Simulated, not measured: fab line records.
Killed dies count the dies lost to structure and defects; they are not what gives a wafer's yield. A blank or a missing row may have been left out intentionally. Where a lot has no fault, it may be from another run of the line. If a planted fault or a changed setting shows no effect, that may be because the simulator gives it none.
fab line records / flow sky130
record: lots: 6 wafers: 16 last-day: 50
route steps=708 shown VT_ADJUST_PCH@148 SONOS_TUNNEL@154 PAD_OPEN@708
lots that met no fault: from a run of the same line without faults
start-h: hours from the record's opening day to when the first of the lot's shown wafers began / wait-h: hours from the lot's prior step to this one / " the same as in the row above / L1.1+2: a row that stands for several wafers / - no value present, or no start provided / * or withheld: withheld / < > ~ a bound
route shown NAME@n: a module of which the file shows steps, and the number in the route of the first / usual: mean/standard deviation of fault-free wafers / same: alike in all rows / chamber/n: place in a boat / sites: readings site by site / _std_site: their standard deviation / _edge_site: outer sites' mean less inner sites' / radius-mm: for every site, how far away it sits from the centre of the wafer / mask NAME#n: copy n / behind: tool/chamber where the wafer was last shaped / hold: why the lot went on hold/how many hours it stayed there/how the hold came to an end / device: which transistor (n, p or np) failed to switch / end of line: tests of these same wafers at the route's end / for a step that has no rows: nothing shown but its recipe / killed: the dies lost at the first sort to structure and to defects; this is not the yield of the wafer / map: per-die view of a wafer (x killed, . not killed, _ where there is no die)
set.NAME: the run value of the setting; set.NAME@STEP: its run value at that earlier step / model.NAME: the simulator's own value behind a step, which no gauge read
certain route steps with their lots: each step a table, each wafer a row
services: when a tool's chamber went out of use (start-h, in hours from the record's first day, below 0 if earlier), for how many hours, and the reason
== steps ==
step: SKY_VT_ADJUST_PCH_PEB_05
recipe: temp-c: 115 time-s: withheld
step: SKY_VT_ADJUST_PCH_DEVELOP_06
recipe: wall-angle-deg: 90 developer: TMAH develop-time-s: 60 dev-temp-c: 23
step: SKY_VT_ADJUST_PCH_OVL_MEAS_07
usual: VT_ADJUST_PCH_OVL: -0.4/1.6
lot.wafer=L996.1 tool=overlay-02 chamber=- start-h=252.84 wait-h=- VT_ADJUST_PCH_OVL[nm]=-0.8
lot.wafer=L996.5 tool=overlay-02 chamber=- start-h=252.84 wait-h=- VT_ADJUST_PCH_OVL[nm]=-2.2
lot.wafer=L996.6 tool=overlay-02 chamber=- start-h=252.84 wait-h=- VT_ADJUST_PCH_OVL[nm]=-3.7
lot.wafer=L998.1 tool=overlay-02 chamber=- start-h=270.00 wait-h=- VT_ADJUST_PCH_OVL[nm]=-0.5
lot.wafer=L998.3 tool=overlay-02 chamber=- start-h=270.00 wait-h=- VT_ADJUST_PCH_OVL[nm]=-1.9
lot.wafer=L999.1 tool=overlay-02 chamber=- start-h=277.04 wait-h=- VT_ADJUST_PCH_OVL[nm]=-1.8
lot.wafer=L999.3 tool=overlay-02 chamber=- start-h=277.04 wait-h=- VT_ADJUST_PCH_OVL[nm]=-1.4
lot.wafer=L111.2 tool=overlay-02 chamber=- start-h=378.91 wait-h=- VT_ADJUST_PCH_OVL[nm]=-0.1
lot.wafer=L111.3 tool=overlay-02 chamber=- start-h=378.91 wait-h=- VT_ADJUST_PCH_OVL[nm]=-0.1
lot.wafer=L111.5 tool=overlay-02 chamber=- start-h=378.91 wait-h=- VT_ADJUST_PCH_OVL[nm]=-1.7
lot.wafer=L113.1 tool=overlay-01 chamber=- start-h=384.60 wait-h=- VT_ADJUST_PCH_OVL[nm]=3.2
lot.wafer=L113.3 tool=overlay-01 chamber=- start-h=384.60 wait-h=- VT_ADJUST_PCH_OVL[nm]=1.0
lot.wafer=L113.6 tool=overlay-01 chamber=- start-h=384.60 wait-h=- VT_ADJUST_PCH_OVL[nm]=1.7
lot.wafer=L114.1 tool=overlay-02 chamber=- start-h=394.99 wait-h=- VT_ADJUST_PCH_OVL[nm]=-1.1
lot.wafer=L114.4 tool=overlay-02 chamber=- start-h=394.99 wait-h=- VT_ADJUST_PCH_OVL[nm]=-3.4
lot.wafer=L114.5 tool=overlay-02 chamber=- start-h=394.99 wait-h=- VT_ADJUST_PCH_OVL[nm]=-1.6
step: SKY_VT_ADJUST_PCH_IMPLANT_08
recipe: species: B energy-kev: 10 dose-cm2: 5e+11 tilt-deg: withheld
step: SKY_VT_ADJUST_PCH_STRIP_09
recipe: chemistry: O2/N2 power-w: 1400 pressure-mtorr: 1500 platen-temp-c: withheld o2-flow-sccm: 3000 n2-flow-sccm: 300 overash-fraction: 0.5
usual: drypump-motor-current-A: 5.6/0.5 oes-product-au: 0.723/0.0046 strip-time-to-endpoint-s: 36.93/0.088
lot.wafer=L996.1 tool=plasma-asher-03 chamber=1 start-h=253.03 wait-h=0.1 drypump-motor-current-A=5.8 oes-product-au=0.730 rf-hours-counter-h=57 strip-time-to-endpoint-s=37.06
lot.wafer=L996.5 tool=plasma-asher-03 chamber=1 start-h=253.03 wait-h=0.1 drypump-motor-current-A=5.9 oes-product-au=0.720 rf-hours-counter-h=- strip-time-to-endpoint-s=36.93
lot.wafer=L996.6 tool=plasma-asher-03 chamber=0 start-h=253.03 wait-h=0.1 drypump-motor-current-A=5.6 oes-product-au=0.724 rf-hours-counter-h=- strip-time-to-endpoint-s=36.92
lot.wafer=L998.1 tool=plasma-asher-03 chamber=1 start-h=270.19 wait-h=0.1 drypump-motor-current-A=5.9 oes-product-au=0.729 rf-hours-counter-h=59 strip-time-to-endpoint-s=36.96
lot.wafer=L998.3 tool=plasma-asher-03 chamber=1 start-h=270.19 wait-h=0.1 drypump-motor-current-A=5.8 oes-product-au=0.727 rf-hours-counter-h=- strip-time-to-endpoint-s=36.98
lot.wafer=L999.1 tool=plasma-asher-02 chamber=1 start-h=277.23 wait-h=0.1 drypump-motor-current-A=5.8 oes-product-au=0.723 rf-hours-counter-h=15 strip-time-to-endpoint-s=36.86
lot.wafer=L999.3 tool=plasma-asher-02 chamber=1 start-h=277.23 wait-h=0.1 drypump-motor-current-A=5.8 oes-product-au=0.727 rf-hours-counter-h=- strip-time-to-endpoint-s=37.04
lot.wafer=L111.2 tool=plasma-asher-01 chamber=0 start-h=379.09 wait-h=0.1 drypump-motor-current-A=5.0 oes-product-au=0.720 rf-hours-counter-h=71 strip-time-to-endpoint-s=36.91
lot.wafer=L111.3 tool=plasma-asher-01 chamber=0 start-h=379.09 wait-h=0.1 drypump-motor-current-A=5.0 oes-product-au=0.720 rf-hours-counter-h=- strip-time-to-endpoint-s=37.01
lot.wafer=L111.5 tool=plasma-asher-01 chamber=1 start-h=379.09 wait-h=0.1 drypump-motor-current-A=6.3 oes-product-au=0.730 rf-hours-counter-h=- strip-time-to-endpoint-s=36.82
lot.wafer=L113.1 tool=plasma-asher-01 chamber=1 start-h=384.79 wait-h=0.1 drypump-motor-current-A=6.3 oes-product-au=0.725 rf-hours-counter-h=71 strip-time-to-endpoint-s=36.90
lot.wafer=L113.3 tool=plasma-asher-01 chamber=0 start-h=384.79 wait-h=0.1 drypump-motor-current-A=5.0 oes-product-au=0.723 rf-hours-counter-h=- strip-time-to-endpoint-s=36.99
lot.wafer=L113.6 tool=plasma-asher-01 chamber=0 start-h=384.79 wait-h=0.1 drypump-motor-current-A=5.0 oes-product-au=0.721 rf-hours-counter-h=- strip-time-to-endpoint-s=36.94
lot.wafer=L114.1 tool=plasma-asher-01 chamber=0 start-h=395.18 wait-h=0.1 drypump-motor-current-A=4.9 oes-product-au=0.715 rf-hours-counter-h=72 strip-time-to-endpoint-s=36.76
lot.wafer=L114.4 tool=plasma-asher-01 chamber=1 start-h=395.18 wait-h=0.1 drypump-motor-current-A=6.3 oes-product-au=0.734 rf-hours-counter-h=- strip-time-to-endpoint-s=36.92
lot.wafer=L114.5 tool=plasma-asher-01 chamber=0 start-h=395.18 wait-h=0.1 drypump-motor-current-A=4.9 oes-product-au=0.717 rf-hours-counter-h=- strip-time-to-endpoint-s=36.87
step: SKY_VT_ADJUST_PCH_TW_MEAS_10
usual: VT_ADJUST_PCH_TW: 142.9/1.1
lot.wafer=L996.1 tool=film-metro-01 chamber=- start-h=253.13 wait-h=0.1 VT_ADJUST_PCH_TW=144.2
lot.wafer=L996.5 tool=film-metro-01 chamber=- start-h=253.13 wait-h=0.1 VT_ADJUST_PCH_TW=143.5
lot.wafer=L996.6 tool=film-metro-01 chamber=- start-h=253.13 wait-h=0.1 VT_ADJUST_PCH_TW=143.7
lot.wafer=L998.1 tool=film-metro-03 chamber=- start-h=270.29 wait-h=0.1 VT_ADJUST_PCH_TW=142.7
lot.wafer=L998.3 tool=film-metro-03 chamber=- start-h=270.29 wait-h=0.1 VT_ADJUST_PCH_TW=141.8
lot.wafer=L999.1 tool=film-metro-03 chamber=- start-h=277.33 wait-h=0.1 VT_ADJUST_PCH_TW=142.7
lot.wafer=L999.3 tool=film-metro-03 chamber=- start-h=277.33 wait-h=0.1 VT_ADJUST_PCH_TW=141.9
lot.wafer=L111.2 tool=film-metro-02 chamber=- start-h=379.20 wait-h=0.1 VT_ADJUST_PCH_TW=144.4
lot.wafer=L111.3 tool=film-metro-02 chamber=- start-h=379.20 wait-h=0.1 VT_ADJUST_PCH_TW=143.3
lot.wafer=L111.5 tool=film-metro-02 chamber=- start-h=379.20 wait-h=0.1 VT_ADJUST_PCH_TW=143.2
lot.wafer=L113.1 tool=film-metro-01 chamber=- start-h=384.89 wait-h=0.1 VT_ADJUST_PCH_TW=142.9
lot.wafer=L113.3 tool=film-metro-01 chamber=- start-h=384.89 wait-h=0.1 VT_ADJUST_PCH_TW=143.3
lot.wafer=L113.6 tool=film-metro-01 chamber=- start-h=384.89 wait-h=0.1 VT_ADJUST_PCH_TW=142.9
lot.wafer=L114.1 tool=film-metro-02 chamber=- start-h=395.28 wait-h=0.1 VT_ADJUST_PCH_TW=144.8
lot.wafer=L114.4 tool=film-metro-02 chamber=- start-h=395.28 wait-h=0.1 VT_ADJUST_PCH_TW=144.1
lot.wafer=L114.5 tool=film-metro-02 chamber=- start-h=395.28 wait-h=0.1 VT_ADJUST_PCH_TW=143.2
step: SKY_SONOS_TUNNEL_DEHYDRATE_00
recipe: temp-c: 200 time-s: 60
step: SKY_SONOS_TUNNEL_HMDS_01
recipe: prime-time-s: 60 prime-temp-c: 120
step: SKY_SONOS_TUNNEL_COAT_02
recipe: resist: NOVOLAK spin-rpm: 3000 resist-thk-nm: 1140
step: SKY_SONOS_TUNNEL_SOFTBAKE_03
recipe: temp-c: 90 time-s: 60 resist: NOVOLAK
step: SKY_SONOS_TUNNEL_EXPOSE_04
recipe: mask-id: TUNM na: 0.6 source-shape: conventional sigma-outer: 0.6 polarization: unpolarized target-cd-nm: 410 dose-mj: 136
step: SKY_SONOS_TUNNEL_PEB_05
recipe: temp-c: withheld time-s: * resist: NOVOLAK
step: SKY_SONOS_TUNNEL_DEVELOP_06
recipe: resist: NOVOLAK developer: TMAH develop-time-s: 60 dev-temp-c: 23
lot.wafer=L996.1+5+6 tool=litho-track-03 chamber=0 start-h=276.63 wait-h=0.1
lot.wafer=L998.1+3 tool=litho-track-03 chamber=0 start-h=292.33 wait-h=0.1
lot.wafer=L999.1+3 tool=litho-track-03 chamber=0 start-h=299.08 wait-h=0.1
lot.wafer=L111.2+3+5 tool=litho-track-03 chamber=0 start-h=407.86 wait-h=0.1
lot.wafer=L113.1+3+6 tool=litho-track-02 chamber=0 start-h=414.17 wait-h=0.1
lot.wafer=L114.1+4+5 tool=litho-track-02 chamber=0 start-h=424.32 wait-h=0.1
step: SKY_SONOS_TUNNEL_CD_MEAS_07
recipe: target-cd-nm: 410
usual: cd-nm: 410.5/2.2
lot.wafer=L996.1 tool=cd-sem-02 chamber=- start-h=276.78 wait-h=0.1 cd-nm=409.1
lot.wafer=L996.5 tool=cd-sem-02 chamber=- start-h=276.78 wait-h=0.1 cd-nm=410.0
lot.wafer=L996.6 tool=cd-sem-02 chamber=- start-h=276.78 wait-h=0.1 cd-nm=408.5
lot.wafer=L998.1 tool=cd-sem-02 chamber=- start-h=292.48 wait-h=0.1 cd-nm=413.8
lot.wafer=L998.3 tool=cd-sem-02 chamber=- start-h=292.48 wait-h=0.1 cd-nm=308.0
lot.wafer=L999.1 tool=cd-sem-02 chamber=- start-h=299.23 wait-h=0.1 cd-nm=409.5
lot.wafer=L999.3 tool=cd-sem-02 chamber=- start-h=299.23 wait-h=0.1 cd-nm=303.4
lot.wafer=L111.2 tool=cd-sem-02 chamber=- start-h=408.00 wait-h=0.1 cd-nm=414.3
lot.wafer=L111.3 tool=cd-sem-02 chamber=- start-h=408.00 wait-h=0.1 cd-nm=413.8
lot.wafer=L111.5 tool=cd-sem-02 chamber=- start-h=408.00 wait-h=0.1 cd-nm=414.6
lot.wafer=L113.1 tool=cd-sem-02 chamber=- start-h=414.32 wait-h=0.1 cd-nm=410.1
lot.wafer=L113.3 tool=cd-sem-02 chamber=- start-h=414.32 wait-h=0.1 cd-nm=410.4
lot.wafer=L113.6 tool=cd-sem-02 chamber=- start-h=414.32 wait-h=0.1 cd-nm=411.6
lot.wafer=L114.1 tool=cd-sem-01 chamber=- start-h=424.47 wait-h=0.1 cd-nm=413.3
lot.wafer=L114.4 tool=cd-sem-01 chamber=- start-h=424.47 wait-h=0.1 cd-nm=412.6
lot.wafer=L114.5 tool=cd-sem-01 chamber=- start-h=424.47 wait-h=0.1 cd-nm=413.4
step: SKY_SONOS_TUNNEL_OVL_MEAS_08
usual: SONOS_TUNNEL_OVL: -1.1/1.3
lot.wafer=L996.1 tool=overlay-01 chamber=- start-h=276.90 wait-h=0.1 SONOS_TUNNEL_OVL[nm]=-2.2
lot.wafer=L996.5 tool=overlay-01 chamber=- start-h=276.90 wait-h=0.1 SONOS_TUNNEL_OVL[nm]=-2.0
lot.wafer=L996.6 tool=overlay-01 chamber=- start-h=276.90 wait-h=0.1 SONOS_TUNNEL_OVL[nm]=-2.8
lot.wafer=L998.1 tool=overlay-01 chamber=- start-h=292.60 wait-h=0.1 SONOS_TUNNEL_OVL[nm]=0.6
lot.wafer=L998.3 tool=overlay-01 chamber=- start-h=292.60 wait-h=0.1 SONOS_TUNNEL_OVL[nm]=0.0
lot.wafer=L999.1 tool=overlay-02 chamber=- start-h=299.35 wait-h=0.1 SONOS_TUNNEL_OVL[nm]=0.6
lot.wafer=L999.3 tool=overlay-02 chamber=- start-h=299.35 wait-h=0.1 SONOS_TUNNEL_OVL[nm]=-0.2
lot.wafer=L111.2 tool=overlay-02 chamber=- start-h=408.11 wait-h=0.1 SONOS_TUNNEL_OVL[nm]=-3.8
lot.wafer=L111.3 tool=overlay-02 chamber=- start-h=408.11 wait-h=0.1 SONOS_TUNNEL_OVL[nm]=-2.0
lot.wafer=L111.5 tool=overlay-02 chamber=- start-h=408.11 wait-h=0.1 SONOS_TUNNEL_OVL[nm]=-3.9
lot.wafer=L113.1 tool=overlay-01 chamber=- start-h=414.44 wait-h=0.1 SONOS_TUNNEL_OVL[nm]=-1.1
lot.wafer=L113.3 tool=overlay-01 chamber=- start-h=414.44 wait-h=0.1 SONOS_TUNNEL_OVL[nm]=0.7
lot.wafer=L113.6 tool=overlay-01 chamber=- start-h=414.44 wait-h=0.1 SONOS_TUNNEL_OVL[nm]=-1.2
lot.wafer=L114.1 tool=overlay-01 chamber=- start-h=424.59 wait-h=0.1 SONOS_TUNNEL_OVL[nm]=1.1
lot.wafer=L114.4 tool=overlay-01 chamber=- start-h=424.59 wait-h=0.1 SONOS_TUNNEL_OVL[nm]=0.0
lot.wafer=L114.5 tool=overlay-01 chamber=- start-h=424.59 wait-h=0.1 SONOS_TUNNEL_OVL[nm]=-0.8
step: SKY_PAD_OPEN_PROBE_99
usual: killed_at_M0_to_M3: 43/7 killed_at_M4_up: 3.4/1.9 killed-at-contacts: 24/5.4 killed-at-front-end: 15/4.4 killed-at-other: 0.4/0.63 killed-dies: 86/9.1 killed-on-rim: 16/3.5 killed-open: 46/6.6 killed-short: 39/6.6
same: gross-dies: 492 killed-at-back-side: 0
lot.wafer=L996.1 tool=prober-01 chamber=- start-h=1117.54 wait-h=0.1 killed_at_M0_to_M3=30 killed_at_M4_up=2 killed-at-contacts=19 killed-at-front-end=14 killed-at-other=0 killed-dies=65 killed-on-rim=16 killed-open=31 killed-short=34 model.etest.sonos-uncharged.vt-v=-0.4561
lot.wafer=L996.5 tool=prober-01 chamber=- start-h=1117.74 wait-h=0.2 killed_at_M0_to_M3=31 killed_at_M4_up=2 killed-at-contacts=22 killed-at-front-end=13 killed-at-other=0 killed-dies=68 killed-on-rim=11 killed-open=39 killed-short=29 model.etest.sonos-uncharged.vt-v=-0.4443
lot.wafer=L996.6 tool=prober-01 chamber=- start-h=1117.79 wait-h=0.2 killed_at_M0_to_M3=38 killed_at_M4_up=4 killed-at-contacts=16 killed-at-front-end=11 killed-at-other=0 killed-dies=69 killed-on-rim=17 killed-open=35 killed-short=34 model.etest.sonos-uncharged.vt-v=-0.4391
lot.wafer=L998.1 tool=prober-02 chamber=- start-h=1118.69 wait-h=0.1 killed_at_M0_to_M3=45 killed_at_M4_up=2 killed-at-contacts=26 killed-at-front-end=15 killed-at-other=0 killed-dies=88 killed-on-rim=20 killed-open=47 killed-short=41 model.etest.sonos-uncharged.vt-v=-0.4321
lot.wafer=L998.3 tool=prober-02 chamber=- start-h=1118.79 wait-h=0.2 killed_at_M0_to_M3=33 killed_at_M4_up=6 killed-at-contacts=22 killed-at-front-end=22 killed-at-other=0 killed-dies=83 killed-on-rim=18 killed-open=35 killed-short=47 model.etest.sonos-uncharged.vt-v=-0.4321
lot.wafer=L999.1 tool=prober-01 chamber=- start-h=1119.47 wait-h=0.1 killed_at_M0_to_M3=33 killed_at_M4_up=1 killed-at-contacts=30 killed-at-front-end=12 killed-at-other=0 killed-dies=76 killed-on-rim=19 killed-open=40 killed-short=36 model.etest.sonos-uncharged.vt-v=-0.4048
lot.wafer=L999.3 tool=prober-01 chamber=- start-h=1119.57 wait-h=0.2 killed_at_M0_to_M3=46 killed_at_M4_up=4 killed-at-contacts=28 killed-at-front-end=15 killed-at-other=0 killed-dies=93 killed-on-rim=14 killed-open=56 killed-short=37 model.etest.sonos-uncharged.vt-v=-0.4732
lot.wafer=L111.2 tool=prober-01 chamber=- start-h=1187.29 wait-h=0.1 killed_at_M0_to_M3=44 killed_at_M4_up=1 killed-at-contacts=27 killed-at-front-end=13 killed-at-other=0 killed-dies=85 killed-on-rim=15 killed-open=59 killed-short=25 model.etest.sonos-uncharged.vt-v=-0.4288
lot.wafer=L111.3 tool=prober-01 chamber=- start-h=1187.34 wait-h=0.2 killed_at_M0_to_M3=53 killed_at_M4_up=1 killed-at-contacts=14 killed-at-front-end=18 killed-at-other=0 killed-dies=86 killed-on-rim=15 killed-open=49 killed-short=36 model.etest.sonos-uncharged.vt-v=-0.4297
lot.wafer=L111.5 tool=prober-01 chamber=- start-h=1187.44 wait-h=0.2 killed_at_M0_to_M3=51 killed_at_M4_up=3 killed-at-contacts=29 killed-at-front-end=14 killed-at-other=0 killed-dies=97 killed-on-rim=21 killed-open=53 killed-short=41 model.etest.sonos-uncharged.vt-v=-0.4545
lot.wafer=L113.1 tool=prober-02 chamber=- start-h=1188.25 wait-h=0.1 killed_at_M0_to_M3=45 killed_at_M4_up=4 killed-at-contacts=21 killed-at-front-end=22 killed-at-other=0 killed-dies=92 killed-on-rim=22 killed-open=46 killed-short=46 model.etest.sonos-uncharged.vt-v=-0.4097
lot.wafer=L113.3 tool=prober-02 chamber=- start-h=1188.35 wait-h=0.2 killed_at_M0_to_M3=35 killed_at_M4_up=1 killed-at-contacts=34 killed-at-front-end=25 killed-at-other=1 killed-dies=96 killed-on-rim=19 killed-open=52 killed-short=44 model.etest.sonos-uncharged.vt-v=-0.4297
lot.wafer=L113.6 tool=prober-02 chamber=- start-h=1188.50 wait-h=0.2 killed_at_M0_to_M3=40 killed_at_M4_up=2 killed-at-contacts=22 killed-at-front-end=14 killed-at-other=0 killed-dies=78 killed-on-rim=13 killed-open=41 killed-short=37 model.etest.sonos-uncharged.vt-v=-0.452
lot.wafer=L114.1 tool=prober-01 chamber=- start-h=1194.87 wait-h=0.1 killed_at_M0_to_M3=42 killed_at_M4_up=6 killed-at-contacts=29 killed-at-front-end=16 killed-at-other=1 killed-dies=94 killed-on-rim=23 killed-open=42 killed-short=52 model.etest.sonos-uncharged.vt-v=-0.419
lot.wafer=L114.4 tool=prober-01 chamber=- start-h=1195.02 wait-h=0.2 killed_at_M0_to_M3=37 killed_at_M4_up=5 killed-at-contacts=16 killed-at-front-end=19 killed-at-other=0 killed-dies=77 killed-on-rim=18 killed-open=38 killed-short=39 model.etest.sonos-uncharged.vt-v=-0.4457
lot.wafer=L114.5 tool=prober-01 chamber=- start-h=1195.07 wait-h=0.2 killed_at_M0_to_M3=33 killed_at_M4_up=2 killed-at-contacts=34 killed-at-front-end=18 killed-at-other=0 killed-dies=87 killed-on-rim=14 killed-open=47 killed-short=40 model.etest.sonos-uncharged.vt-v=-0.4306
killed by level:class
L996.1 VIA1:geometric-particle:open=9 CONTACT:geometric-particle:open=7 POLY_GATE:geometric-particle:short=5 METAL2:geometric-particle:short=5 LI_CONTACT:geometric-particle:open=4 VIA1:geometric-particle:short=4 FIELD_ISO:geometric-particle:short=3 LOCAL_INTERCONNECT:geometric-particle:short=3
L996.5 CONTACT:geometric-particle:open=10 VIA2:geometric-particle:open=8 LI_CONTACT:geometric-particle:open=6 METAL2:geometric-particle:short=5 LOCAL_INTERCONNECT:geometric-particle:short=5 FIELD_ISO:geometric-particle:short=4 VIA1:geometric-particle:open=4 POLY_GATE:geometric-particle:open=3
L996.6 VIA1:geometric-particle:open=8 CONTACT:geometric-particle:open=7 VIA3:geometric-particle:open=6 VIA1:geometric-particle:short=5 VIA2:geometric-particle:open=5 CONTACT:geometric-particle:short=4 METAL2:geometric-particle:short=4 VIA3:geometric-particle:short=3
L998.1 CONTACT:geometric-particle:open=10 VIA1:geometric-particle:open=9 METAL2:geometric-particle:short=7 VIA2:geometric-particle:open=6 LOCAL_INTERCONNECT:geometric-particle:short=6 LI_CONTACT:geometric-particle:open=5 METAL1:geometric-particle:short=4 VIA3:geometric-particle:short=4
L998.3 POLY_GATE:geometric-particle:short=7 FIELD_ISO:geometric-particle:open=6 VIA2:geometric-particle:open=6 LI_CONTACT:geometric-particle:open=5 CONTACT:geometric-particle:open=5 VIA1:geometric-particle:short=5 METAL2:geometric-particle:short=5 VIA3:geometric-particle:open=5
L999.1 CONTACT:geometric-particle:short=10 VIA1:geometric-particle:open=9 LI_CONTACT:geometric-particle:open=7 CONTACT:geometric-particle:open=6 VIA2:geometric-particle:open=6 POLY_GATE:geometric-particle:short=5 VIA3:geometric-particle:open=5 VIA3:geometric-particle:short=4
L999.3 CONTACT:geometric-particle:open=11 VIA3:geometric-particle:open=8 LI_CONTACT:geometric-particle:open=8 METAL2:geometric-particle:short=8 VIA2:geometric-particle:open=8 VIA1:geometric-particle:open=8 FIELD_ISO:geometric-particle:short=5 METAL1:geometric-particle:short=5
L111.2 VIA1:geometric-particle:open=13 LI_CONTACT:geometric-particle:open=12 CONTACT:geometric-particle:open=9 VIA3:geometric-particle:open=8 METAL2:geometric-particle:short=5 VIA2:geometric-particle:open=5 FIELD_ISO:geometric-particle:open=4 VIA3:geometric-particle:short=3
L111.3 VIA3:geometric-particle:open=9 VIA1:geometric-particle:open=8 VIA2:geometric-particle:open=8 METAL1:geometric-particle:short=7 CONTACT:geometric-particle:open=7 FIELD_ISO:geometric-particle:open=6 METAL3:geometric-particle:short=5 METAL2:geometric-particle:short=5
L111.5 CONTACT:geometric-particle:open=13 VIA2:geometric-particle:open=10 VIA1:geometric-particle:open=10 METAL1:geometric-particle:short=8 VIA3:geometric-particle:open=8 LI_CONTACT:geometric-particle:open=5 CONTACT:geometric-particle:short=5 VIA1:geometric-particle:short=5
L113.1 VIA1:geometric-particle:open=14 FIELD_ISO:geometric-particle:short=7 POLY_GATE:geometric-particle:short=6 LI_CONTACT:geometric-particle:short=6 VIA1:geometric-particle:short=6 VIA2:geometric-particle:open=6 VIA3:geometric-particle:open=6 CONTACT:geometric-particle:short=5
L113.3 CONTACT:geometric-particle:open=12 FIELD_ISO:geometric-particle:open=10 VIA1:geometric-particle:open=8 FIELD_ISO:geometric-particle:short=7 METAL1:geometric-particle:short=7 LI_CONTACT:geometric-particle:open=6 CONTACT:geometric-particle:short=6 LOCAL_INTERCONNECT:geometric-particle:short=5
L113.6 CONTACT:geometric-particle:open=9 VIA2:geometric-particle:open=8 VIA1:geometric-particle:open=7 METAL1:geometric-particle:short=6 LI_CONTACT:geometric-particle:open=5 POLY_GATE:geometric-particle:short=4 METAL2:geometric-particle:short=4 VIA3:geometric-particle:open=4
L114.1 VIA1:geometric-particle:open=15 CONTACT:geometric-particle:short=8 METAL2:geometric-particle:short=7 VIA1:geometric-particle:short=7 POLY_GATE:geometric-particle:short=6 LOCAL_INTERCONNECT:geometric-particle:short=6 METAL4:geometric-particle:short=6 LI_CONTACT:geometric-particle:open=5
L114.4 CONTACT:geometric-particle:open=8 VIA1:geometric-particle:open=7 FIELD_ISO:geometric-particle:short=6 VIA3:geometric-particle:open=6 VIA1:geometric-particle:short=6 LI_CONTACT:geometric-particle:open=5 METAL4:geometric-particle:short=5 METAL1:geometric-particle:short=4
L114.5 CONTACT:geometric-particle:open=14 LI_CONTACT:geometric-particle:open=7 POLY_GATE:geometric-particle:open=6 METAL2:geometric-particle:short=6 VIA2:geometric-particle:open=6 LI_CONTACT:geometric-particle:short=5 METAL1:geometric-particle:short=5 LOCAL_INTERCONNECT:geometric-particle:short=5
== services ==
tool=plasma-asher-03 chamber=- start-h=230.29 hours=2.3 kind=repair
tool=plasma-asher-03 chamber=- start-h=258.05 hours=1.7 kind=repair
tool=plasma-asher-02 chamber=- start-h=347.39 hours=0.9 kind=repair
tool=plasma-asher-02 chamber=- start-h=350.72 hours=3.0 kind=repair
tool=plasma-asher-01 chamber=- start-h=412.23 hours=2.9 kind=repair
tool=litho-track-02 chamber=- start-h=415.78 hours=- kind=consumable-replace:filter
tool=plasma-asher-01 chamber=- start-h=421.25 hours=9.0 kind=pm
tool=plasma-asher-01 chamber=0 start-h=421.25 hours=9.0 kind=vent-cycle
tool=plasma-asher-01 chamber=1 start-h=421.25 hours=9.0 kind=vent-cycle
== key ==
first-sign: step: SKY_SONOS_TUNNEL_CD_MEAS_07 reading: cd-nm direction: down sigmas: 48 usual: 410.5 struck: 305.7
effect none on later readings
model-effect: step: SKY_PAD_OPEN_PROBE_99 value: etest.sonos-uncharged.vt-v without: -0.4079 struck: -0.4526
met-at SKY_SONOS_TUNNEL_DEVELOP_06
struck-wafers L998.3,L999.3
tester-left-out L998,L999
onset-between 276.63 292.33
fault: kind: process-parameter-drift tool: litho-track-03 chamber: - onset-h: 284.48 steps: SKY_SONOS_TUNNEL_DEVELOP_06 channel: develop-time-s offset: * shape: step end-h: 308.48 scope: struck-wafers-only acts-in: * stated: *
tester-left-out: of these lots the tester's yield and bins aren't shown, on N5 and GAA mostly nor the transistor test; their killed dies are dies lost to structure and defects alone, not to doping, threshold or leakage, so they don't give the yield
